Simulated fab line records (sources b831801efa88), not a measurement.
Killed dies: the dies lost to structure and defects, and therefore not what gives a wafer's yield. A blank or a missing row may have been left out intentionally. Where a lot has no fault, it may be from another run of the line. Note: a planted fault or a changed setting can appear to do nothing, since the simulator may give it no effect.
Matching of chambers -- flow sky130 -- SKY_VIA4_CMP_02 on cmp-02: 4 sister chambers
The step polishes SiO2. 8 wafers are shown with their chamber, then 9 later ones without.

## WAFERS WITH THEIR CHAMBER
wafer,chamber,motor_current_A (A)
L185.3,2,11.2
L192.4,2,10.9
L192.6,0,10.9
L196.3,1,12.3
L196.6,3,13.2
L197.3,1,11.7
L197.5,3,14.4
L197.6,0,11.3

## WAFERS WHOSE CHAMBER IS MISSING
wafer,motor_current_A (A)
L198.1,11.1
L198.2,12.4
L198.4,13.4
L204.1,11.4
L204.2,11.8
L204.3,12.6
L206.2,12.4
L206.5,12.4
L206.6,10.8

## CHAMBER TAKEN BY EACH
wafer,from the rows above,in truth
L198.1,can't be placed: 0 or 2 or 1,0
L198.2,can't be placed: 1 or 0 or 2 or 3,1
L198.4,can't be placed: 3 or 1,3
L204.1,can't be placed: 0 or 2 or 1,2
L204.2,can't be placed: 1 or 0 or 2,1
L204.3,can't be placed: 1 or 3 or 0 or 2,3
L206.2,can't be placed: 1 or 0 or 2 or 3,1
L206.5,can't be placed: 1 or 0 or 2 or 3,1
L206.6,can't be placed: 2 or 0 or 1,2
Correctly placed: 0 of 9. Can't be placed from these rows: 9 (the true chamber is among the candidates in 9). Number placed wrongly: 0.
How it was worked out, from the rows above alone: a wafer's distance from a chamber is the root of the sum, over the readings, of the square of ((its reading less the chamber's mean) divided by the reading's scatter). The wafer belongs to the nearest chamber; if the next one is less than 2 further off, it can't be placed. A chamber's mean is the mean of its shown wafers. The scatter: the root of (the sum of the squares of (reading less its chamber's mean) over the shown wafers, divided by (wafers less chambers)).
